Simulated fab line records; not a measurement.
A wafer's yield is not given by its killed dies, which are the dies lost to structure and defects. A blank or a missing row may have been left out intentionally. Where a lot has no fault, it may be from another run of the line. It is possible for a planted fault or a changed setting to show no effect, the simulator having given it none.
fab line records ; flow sky130
record: lots: 4; wafers: 12; lastDay: 48
route steps=708 shown CAPM@539 METAL3@555 VIA3@573 PAD_OPEN@708
lots untouched by any fault: they come from a run of this same line in which no faults occurred
startH: hours from the record's first day to the start of the lot's first wafer shown ; waitH: hours from the lot's prior step to this one ; " identical to the entry in the row above ; L1.1+2: a row that stands for several wafers ; - either no value or no given start ; * or withheld: withheld ; < > ~ a bound
route shown NAME@n: a module of which the file shows steps, and the number in the route of the first ; usual: average and standard deviation across the fault-free wafers ; same: alike in all rows ; chamber/n: place in a boat ; sites: the reading at each site ; _std_site: the values' standard deviation ; _edge_site: the outer-site mean with the inner-site mean subtracted ; radiusMm: how far each site lies from the wafer's centre ; mask NAME#n: copy n ; behind: tool/chamber where the wafer was last shaped ; hold: the reason the lot was held/the length of the hold in hours/how it ended ; device: whichever transistor did not switch (one of n, p or np) ; end of line: at the end of the route, the tests of the same wafers ; a step given without rows: its recipe and nothing more ; killed: the dies lost at the first sort to structure and to defects; this is not the yield of the wafer ; map: a wafer's dies, x killed, . not, _ none there
set.NAME: setting as actually run; set.NAME@STEP: the setting as run at that earlier step ; model.NAME: the simulator's own value behind a step, which no gauge read
lots at some steps of the route; a table a step, a row a wafer
services: from which hour (startH, from the record's first day; less than 0 if before it) a tool's chamber was out of use, for how many hours, and why
== steps ==
step: SKY_CAPM_SPUTTER_02
recipe: material: TiN; targetThkNm: 200; tempC: 300; powerW: 6500; timeS: 166.7; chamberPressurePa: 0.4
step: SKY_CAPM_DEHYDRATE_05
recipe: tempC: 200; timeS: 60
step: SKY_CAPM_HMDS_06
recipe: primeTimeS: 60; primeTempC: 120
step: SKY_CAPM_COAT_07
recipe: resist: NOVOLAK; spinRpm: 3000; resistThkNm: 1140
step: SKY_CAPM_SOFTBAKE_08
recipe: tempC: 90; timeS: 60; resist: NOVOLAK
step: SKY_CAPM_EXPOSE_09
recipe: maskId: CAPM; na: 0.6; sourceShape: conventional; sigmaOuter: 0.6; polarization: unpolarized; targetCdNm: 1000; doseMj: 159
step: SKY_CAPM_PEB_10
recipe: tempC: withheld; timeS: *; resist: NOVOLAK
step: SKY_CAPM_DEVELOP_11
recipe: resist: NOVOLAK; developer: TMAH; developTimeS: 60; devTempC: 23
step: SKY_CAPM_METAL_ETCH_13
recipe: targetDepthNm: 220; stopOn: SiO2; chemistry: Cl2/BCl3; target: TiN; pressureMtorr: 10; icpW: 929.1; biasW: 48.5; Cl2_flow_sccm: 60; bcl3FlowSccm: 30; timeS: 62.9
step: SKY_CAPM_STRIP_14
recipe: chemistry: O2/N2; powerW: 1400; pressureMtorr: 1500; platenTempC: withheld; o2FlowSccm: 3000; n2FlowSccm: 300; overashFraction: 0.5
usual: drypumpMotorCurrentA: 5.5/0.31; n2FlowSccm: 299.9/0.91; oesProductAu: 0.710/0.0047; stripTimeToEndpointS: 12.58/0.051
lot.wafer;tool;chamber;startH;waitH;drypumpMotorCurrentA;n2FlowSccm;oesProductAu;rfHoursCounterH;stripTimeToEndpointS
L342.2;plasmaAsher-03;1;894.98;0.1;6.1;299.7;0.712;77;12.60
L342.5;plasmaAsher-03;1;894.98;0.1;6.0;297.7;0.704;-;12.68
L342.6;plasmaAsher-03;0;894.98;0.1;5.7;300.7;0.709;-;12.59
L343.3;plasmaAsher-01;1;903.98;0.1;5.2;301.3;0.716;-;12.54
L343.4;plasmaAsher-01;0;903.98;0.1;5.5;300.8;0.709;-;12.55
L343.5;plasmaAsher-01;1;903.98;0.1;5.2;300.7;0.711;-;12.56
L350.2;plasmaAsher-01;1;960.17;0.1;5.2;299.6;0.713;50;12.55
L350.3;plasmaAsher-01;0;960.17;0.1;5.6;300.1;0.709;-;12.56
L350.5;plasmaAsher-01;1;960.17;0.1;5.2;298.4;0.704;-;12.58
L351.4;plasmaAsher-01;1;964.63;0.1;5.2;300.3;0.717;-;12.68
L351.5;plasmaAsher-01;0;964.63;0.1;5.6;298.4;0.703;-;12.65
L351.6;plasmaAsher-01;1;964.63;0.1;5.2;301.0;0.709;-;12.67
step: SKY_CAPM_STRIP_15
recipe: chemistry: postEtchResidueRemover; timeS: 1200; tempC: 72.5
step: SKY_CAPM_CLEAN_16
recipe: chemistry: IPA; timeS: 180; tempC: 25
step: SKY_CAPM_CLEAN_17
recipe: chemistry: O3/DIW; dry: n2Spin
step: SKY_METAL3_DEHYDRATE_05
recipe: tempC: 200; timeS: 60
step: SKY_METAL3_HMDS_06
recipe: primeTimeS: 60; primeTempC: 120
step: SKY_METAL3_COAT_07
recipe: resist: BARC; tempC: withheld; timeS: withheld; spinRpm: 3000; resistThkNm: 60
step: SKY_METAL3_COAT_08
recipe: resist: KrF-thick; spinRpm: 3000; resistThkNm: 1130
step: SKY_METAL3_SOFTBAKE_09
recipe: tempC: 100; timeS: 90; resist: KrF-thick
step: SKY_METAL3_EXPOSE_10
recipe: maskId: MM3; na: 0.68; sourceShape: annular; sigmaInner: 0.4; sigmaOuter: 0.8; targetCdNm: 300; doseMj: 28
step: SKY_METAL3_PEB_11
recipe: pebTempC: withheld; pebTimeS: withheld; resist: KrF-thick
step: SKY_METAL3_DEVELOP_12
recipe: developTimeS: 60; resist: KrF-thick; devTempC: 21
step: SKY_METAL3_DESCUM_15
recipe: chemistry: O2; sourcePowerW: 150; biasPowerW: 0; pressureMtorr: 10; tempC: 40; timeS: 8
step: SKY_METAL3_ETCH_16
recipe: chemistry: N2/H2; target: BARC; ionEnergyEv: 200; biasW: 100; pressureMtorr: 30; n2FlowSccm: 100; h2FlowSccm: 200; icpW: 500; stopOn: SiO2; timeS: 88.2; targetDepthA: 600
step: SKY_METAL3_ETCH_17
recipe: target: SiO2; stopOn: TiN; chemistry: C4F8/O2/Ar; sourceW: 1500; biasW: 1200; pressureMtorr: 40; c4f8FlowSccm: withheld; O2_flow_sccm: 6; Ar_flow_sccm: 300; timeS: 3.9; targetDepthA: 150
step: SKY_METAL3_METAL_ETCH_18
recipe: targetDepthA: 8450; stopOn: SiO2; overEtchFrac: 0.3; timeS: 183.1; chemistry: Cl2/BCl3; resistSidewallDeg: 88; pressureMtorr: 10; icpW: 900; biasW: 48.5; Cl2_flow_sccm: 60; bcl3FlowSccm: 30
step: SKY_METAL3_STRIP_19
recipe: chemistry: O2/N2; powerW: 1400; pressureMtorr: 1500; platenTempC: withheld; o2FlowSccm: 3000; n2FlowSccm: 300; overashFraction: 0.5
step: SKY_METAL3_STRIP_20
recipe: chemistry: postEtchResidueRemover; timeS: 1200; tempC: 72.5
step: SKY_METAL3_CLEAN_21
recipe: chemistry: IPA; timeS: 180; tempC: 25
step: SKY_METAL3_CLEAN_22
recipe: chemistry: O3/DIW; dry: n2Spin
step: SKY_VIA3_HDPCVD_00
recipe: material: SiO2; targetThkNm: 1635; sigmaOpenFrac: 0.3; timeS: 272.5; tempC: 400; sih4FlowSccm: 60; pressureMtorr: 6
step: SKY_VIA3_CMP_02
recipe: material: SiO2; downForcePsi: 4; platenRpm: 60; padVelocityMS: 0.94248
step: SKY_VIA3_DEHYDRATE_04
recipe: tempC: 200; timeS: 60
step: SKY_VIA3_HMDS_05
recipe: primeTimeS: 60; primeTempC: 120
step: SKY_VIA3_COAT_06
recipe: resist: BARC; tempC: withheld; timeS: withheld; spinRpm: 3000; resistThkNm: 60
step: SKY_VIA3_COAT_07
recipe: resist: KrF-thick; spinRpm: 3000; resistThkNm: 450
step: SKY_PAD_OPEN_PROBE_99
usual: defectLimitedYield: 82.3/2.1; killed_at_M0_to_M3: 44/7.3; killed_at_M4_up: 3.3/1.8; killedAtContacts: 24/5.3; killedAtFrontEnd: 16/5; killedAtOther: 0.2/0.51; killedDies: 87/10; killedOpen: 47/7.5; killedShort: 40/6.3; sort_bin_3_pad_short: 0.9/0.41; sort_bin_5_function: 10.5/1.6; sort_bin_6_memory: 6.3/1.2; sortNPass: 405/10; sortYieldPct: 82.3/2.1
same: grossDies: 492; killedAtBackSide: 0; sort_bin_4_leakage[%]: 0; sort_bin_8_speed[%]: 0
lot.wafer;tool;chamber;startH;waitH;defectLimitedYield[%];killed_at_M0_to_M3;killed_at_M4_up;killedAtContacts;killedAtFrontEnd;killedAtOther;killedDies;killedOpen;killedShort;sort_bin_3_pad_short[%];sort_bin_5_function[%];sort_bin_6_memory[%];sortNPass;sortYieldPct[%];model.etest.tester.sortNPass;model.etest.tester.sortYieldPct;model.etest.tester.sort_bin_5_pct;model.etest.tester.sort_bin_3_pct
L342.2;prober-02;-;1094.30;0.1;80.7;54;3;23;15;0;95;55;40;0.6;11.4;7.3;397;80.7;397;80.69;11.38;0.6098
L342.5;prober-02;-;1094.45;0.2;80.3;53;2;30;11;1;97;52;45;0.8;13.2;5.7;395;80.3;395;80.28;13.21;0.813
L342.6;prober-02;-;1094.50;0.2;83.9;30;1;33;14;1;79;36;43;1.0;10.0;5.1;413;83.9;413;83.94;9.959;1.016
L343.3;prober-01;-;1099.35;0.2;79.9;53;5;26;15;0;99;53;46;1.4;11.2;7.5;393;79.9;393;79.88;11.18;1.423
L343.4;prober-01;-;1099.40;0.2;80.7;48;1;26;18;2;95;59;36;0.8;12.0;6.5;397;80.7;397;80.69;11.99;0.813
L343.5;prober-01;-;1099.45;0.2;85.0;33;4;18;19;0;74;41;33;0.8;8.5;5.7;418;85.0;418;84.96;8.537;0.813
L350.2;prober-02;-;1144.55;0.1;72.6;33;5;22;16;59;135;37;39;2.6;17.5;7.3;357;72.6;357;72.56;17.48;2.642
L350.3;prober-02;-;1144.60;0.2;82.9;37;2;15;11;19;84;35;30;1.6;11.4;4.1;408;82.9;408;82.93;11.38;1.626
L350.5;prober-02;-;1144.70;0.2;75.4;40;3;19;10;49;121;39;34;2.0;16.9;5.7;371;75.4;371;75.41;16.87;2.033
L351.4;prober-01;-;1147.61;0.2;71.3;39;2;37;10;53;141;46;42;3.3;15.7;9.8;351;71.3;351;71.34;15.65;3.252
L351.5;prober-01;-;1147.66;0.2;80.3;31;5;28;12;21;97;36;42;2.4;10.6;6.7;395;80.3;395;80.28;10.57;2.439
L351.6;prober-01;-;1147.71;0.2;73.2;35;2;25;20;50;132;34;48;2.2;17.7;6.9;360;73.2;360;73.17;17.68;2.236
killed by level:class
L342.2 VIA1:geometricParticle:open=11 CONTACT:geometricParticle:open=11 VIA2:geometricParticle:open=10 METAL1:geometricParticle:short=9 LI_CONTACT:geometricParticle:open=7 METAL2:geometricParticle:short=6 VIA3:geometricParticle:open=6 POLY_GATE:geometricParticle:short=4
L342.5 VIA1:geometricParticle:open=14 LI_CONTACT:geometricParticle:open=10 VIA3:geometricParticle:open=8 CONTACT:geometricParticle:open=8 VIA3:geometricParticle:short=7 VIA2:geometricParticle:open=6 CONTACT:geometricParticle:short=5 METAL2:geometricParticle:short=5
L342.6 CONTACT:geometricParticle:short=12 LI_CONTACT:geometricParticle:open=8 CONTACT:geometricParticle:open=8 METAL1:geometricParticle:short=8 VIA2:geometricParticle:open=6 VIA1:geometricParticle:open=5 FIELD_ISO:geometricParticle:open=4 POLY_GATE:geometricParticle:short=4
L343.3 CONTACT:geometricParticle:open=12 VIA2:geometricParticle:open=11 VIA1:geometricParticle:open=11 METAL1:geometricParticle:short=7 VIA3:geometricParticle:short=6 POLY_GATE:geometricParticle:short=4 LI_CONTACT:geometricParticle:short=4 METAL2:geometricParticle:short=4
L343.4 VIA1:geometricParticle:open=13 CONTACT:geometricParticle:open=11 LI_CONTACT:geometricParticle:open=8 POLY_GATE:geometricParticle:open=7 VIA2:geometricParticle:short=5 METAL2:geometricParticle:short=5 VIA3:geometricParticle:open=5 FIELD_ISO:geometricParticle:open=4
L343.5 CONTACT:geometricParticle:open=8 METAL1:geometricParticle:short=6 FIELD_ISO:geometricParticle:open=5 VIA1:geometricParticle:open=5 VIA3:geometricParticle:open=5 VIA2:geometricParticle:short=4 POLY_GATE:geometricParticle:short=3 SPACER:geometricParticle:open=3
L350.2 CAPM:unspecified=59 CONTACT:geometricParticle:open=10 VIA1:geometricParticle:short=7 VIA3:geometricParticle:open=7 POLY_GATE:geometricParticle:open=6 METAL1:geometricParticle:short=6 POLY_GATE:geometricParticle:short=5 LI_CONTACT:geometricParticle:open=4
L350.3 CAPM:unspecified=19 VIA1:geometricParticle:open=8 VIA1:geometricParticle:short=6 CONTACT:geometricParticle:open=5 FIELD_ISO:geometricParticle:open=4 FIELD_ISO:geometricParticle:short=4 LI_CONTACT:geometricParticle:open=4 CONTACT:geometricParticle:short=4
L350.5 CAPM:unspecified=48 VIA1:geometricParticle:open=11 CONTACT:geometricParticle:short=7 VIA3:geometricParticle:open=6 POLY_GATE:geometricParticle:short=5 LI_CONTACT:geometricParticle:open=5 CONTACT:geometricParticle:open=4 METAL1:geometricParticle:short=4
L351.4 CAPM:unspecified=53 LI_CONTACT:geometricParticle:open=12 CONTACT:geometricParticle:open=8 CONTACT:geometricParticle:short=7 METAL1:geometricParticle:short=6 METAL2:geometricParticle:open=6 LOCAL_INTERCONNECT:geometricParticle:short=5 VIA1:geometricParticle:open=5
L351.5 CAPM:unspecified=19 CONTACT:geometricParticle:open=8 LI_CONTACT:geometricParticle:open=8 LOCAL_INTERCONNECT:geometricParticle:short=7 VIA3:geometricParticle:open=6 FIELD_ISO:geometricParticle:short=5 VIA1:geometricParticle:open=5 METAL1:geometricParticle:short=5
L351.6 CAPM:unspecified=50 FIELD_ISO:geometricParticle:open=7 LI_CONTACT:geometricParticle:open=7 LOCAL_INTERCONNECT:geometricParticle:short=7 METAL2:geometricParticle:short=7 VIA1:geometricParticle:open=6 POLY_GATE:geometricParticle:short=5 METAL1:geometricParticle:short=5
map L350.2 (x killed, . not)
__________x........._________
________.xx......xx..x_______
______x............x..x._____
_____........xx..x......x____
____....x.................___
___.......................x__
__.x....x...............x..._
_.....x...........x.xxxxxx...
_x.x..x.......x......xxxxx...
_......x.....x.x.xx.xxxxxxxx.
_....x.x..xx.x.....xxxxxxxxxx
_.x.........xxx.xxxxxxxxxxxx.
_...x.xx.........x.xxxxxxxx..
_.........x.......xxxxxxxxxx.
_........x.xx..x......xx.x.x.
__x.x...x......xx.......x..._
___..x..xx.................__
____.x......x..x..........___
_____...x......x...x.xx.x____
______...x.x...........x_____
________xx...x........_______
__________..x......._________
map L351.4 (x killed, . not)
__________.......x.._________
________.x............_______
______....x..x.x....x..._____
_____......x.............____
____...xx..xx.......x.....___
___....x.xx....xx.......x..__
__........x........x.xxx..x._
_.........x....x....xxx..xx.x
_.x...x....x......x..xxxxx...
_..xx......x.......xxxxxxx.xx
_....xx...........xxxxxxxxxxx
_..............x..xxxxxxxxxxx
_...xxx....x...x.xxxxxxxxxxx.
_......x.x..x..x..xxxxxxxx...
_..x...x........xxx.xx..xx...
__....x............x..xx...x_
___...x.........x..xxx.....__
____xxx.........x.......x.___
_____x....x..........x...____
______....x....x.x....x._____
________.......x.....x_______
__________x..x......_________
== services ==
tool;chamber;startH;hours;kind
plasmaAsher-01;-;880.03;0.5;repair
plasmaAsher-03;-;928.35;1.0;repair
plasmaAsher-03;-;934.25;2.8;pm
plasmaAsher-01;-;934.33;1.2;repair
plasmaAsher-01;-;935.68;1.6;repair
== key ==
firstSign: step: SKY_PAD_OPEN_PROBE_99; reading: killedAtOther; direction: up; sigmas: 42; usual: 0.2; struck: 41.8
effect: step: SKY_PAD_OPEN_PROBE_99; reading: sort_bin_3_pad_short; direction: up; sigmas: 3.6; usual: 0.9; struck: 2.4; wafersMoved: 5
modelEffect: step: SKY_PAD_OPEN_PROBE_99; value: etest.tester.sortNPass; without: 408.5; struck: 373.7
metAt SKY_CAPM_STRIP_14
struckWafers L350.2,L350.3,L350.5,L351.4,L351.5,L351.6
onsetBetween 903.98 960.17
alsoFits time
fault: kind: chamberParticleSource; tool: plasmaAsher-01; chamber: -; onsetH: 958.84; steps: SKY_CAPM_STRIP_14; ratePerVisitCm2: 0.71174; endH: 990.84
